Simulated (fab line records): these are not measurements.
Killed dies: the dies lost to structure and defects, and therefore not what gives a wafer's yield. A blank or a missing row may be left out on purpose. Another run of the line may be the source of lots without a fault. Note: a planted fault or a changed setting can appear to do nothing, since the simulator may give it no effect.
Comparing a struck lot with a sound one || flow sky130 || 14 out of 708 route steps
Sound: the wafers L191.2, L191.3, L191.4. Struck: wafers L188.3, L188.4, L188.5. At the end, the cause is stated.
Per side, at each step with rows, come the tool, then ch with its chambers, and then its first start. Under that, the readings that differ: sound wafers || struck wafers || difference of the means || sigmas: that difference in standard deviations of wafers without a fault.
alike: a reading whose means differ by less than 2 such deviations, as well as words and numbers matching on both sides. not compared: withheld readings; readings where some wafer has no value; bounds like >300 that might hide an equal value; numbers whose values overlap and for which the record gives no deviation.
Wherever a step has rows on one side only, a row that says differs or no value, or a row with sigmas, the two part there. Non-overlapping numbers with no deviation appear without sigmas and do not part them. A reading missing from all wafers of one side parts the sides only when that side holds two or more wafers.

first, 5 steps without rows for these wafers: SKY_POLY_GATE_COAT_08 (resist thk 450 nm); SKY_POLY_GATE_SOFTBAKE_09 (time 90 s); SKY_POLY_GATE_EXPOSE_10 (exposes mask P1M, target cd 150 nm); SKY_POLY_GATE_PEB_11; SKY_POLY_GATE_DEVELOP_12 (develop time 60 s).
SKY_POLY_GATE_CD_MEAS_13: the cd target is 150 nm.
  sound on cd sem-02, day 21 12:09; struck on cd sem-01, day 21 06:17
  alike: cd nm
SKY_POLY_GATE_OVL_MEAS_14:
  sound on overlay-02, day 21 12:16; struck on overlay-01, day 21 06:22
  alike: POLY_GATE_OVL
SKY_POLY_GATE_ETCH_15: etches BARC in N2/H2, stops on SiO2, time 118.5 s, target depth 110 nm.
  sound on rie diel-02 ch 0,2,3, day 21 12:17; struck on rie diel-03 ch 0,1,3, day 21 06:23
  alike: bias w, chamber pressure mTorr, drypump motor current A, h2 flow sccm, oes product au, throttle valve pct
  not compared: rf hours counter h
SKY_POLY_GATE_ETCH_16: etches Si3N4 in CH3F/O2, stops on poly-Si, time 144.9 s, target depth 75 nm.
  sound on rie diel-02 ch 0,2,3, day 21 12:22; struck on rie diel-03 ch 0,1,3, day 21 06:29
  alike: bias w, chamber pressure mTorr, drypump motor current A, oes product au, throttle valve pct
  not compared: rf hours counter h
SKY_POLY_GATE_ETCH_17: etches poly-Si in HBr/Cl2, stops on SiO2, target depth 180 nm, time 70.5 s.
  sound on rie si-01 ch 0,1,3, day 21 12:28; struck on rie si-01 ch 0,2,3, day 21 06:35
  alike: bias w, chamber pressure mTorr, drypump motor current A, oes product au, throttle valve pct
  not compared: rf hours counter h
SKY_POLY_GATE_STRIP_18: strips in O2/N2.
  sound on plasma asher-04 ch 0,1, day 21 12:31; struck on plasma asher-01 ch 0,1, day 21 06:40
  alike: chamber pressure mTorr, drypump motor current A, oes product au, strip time to endpoint s
  not compared: rf hours counter h
then, 1 step without rows for these wafers: SKY_POLY_GATE_CLEAN_19 (cleans in SC1/SC2, time 150 s).
SKY_POLY_GATE_OXIDATION_20: stabilise 600 s, purge 300 s, target thk 4 nm.
  struck on furnace-02, day 21 06:47; sound on furnace-01 ch 0, day 21 12:41
  no value came back on the struck wafers for ox temp c (C), ox temp c max, zone power centre pct (%); on the sound wafers ox temp c (C) reads 850.5 850.2 850.6
SKY_POLY_GATE_CD_MEAS_22:
  sound on cd sem-01, day 21 14:01; struck on cd sem-01, day 21 08:09
  alike: cd nm

## WHERE THEY PART
At SKY_POLY_GATE_OXIDATION_20 and nowhere else, as far as this record goes. Later steps at which nothing parts them and some readings are alike: SKY_POLY_GATE_CD_MEAS_22.

WHY: what the simulator had put in
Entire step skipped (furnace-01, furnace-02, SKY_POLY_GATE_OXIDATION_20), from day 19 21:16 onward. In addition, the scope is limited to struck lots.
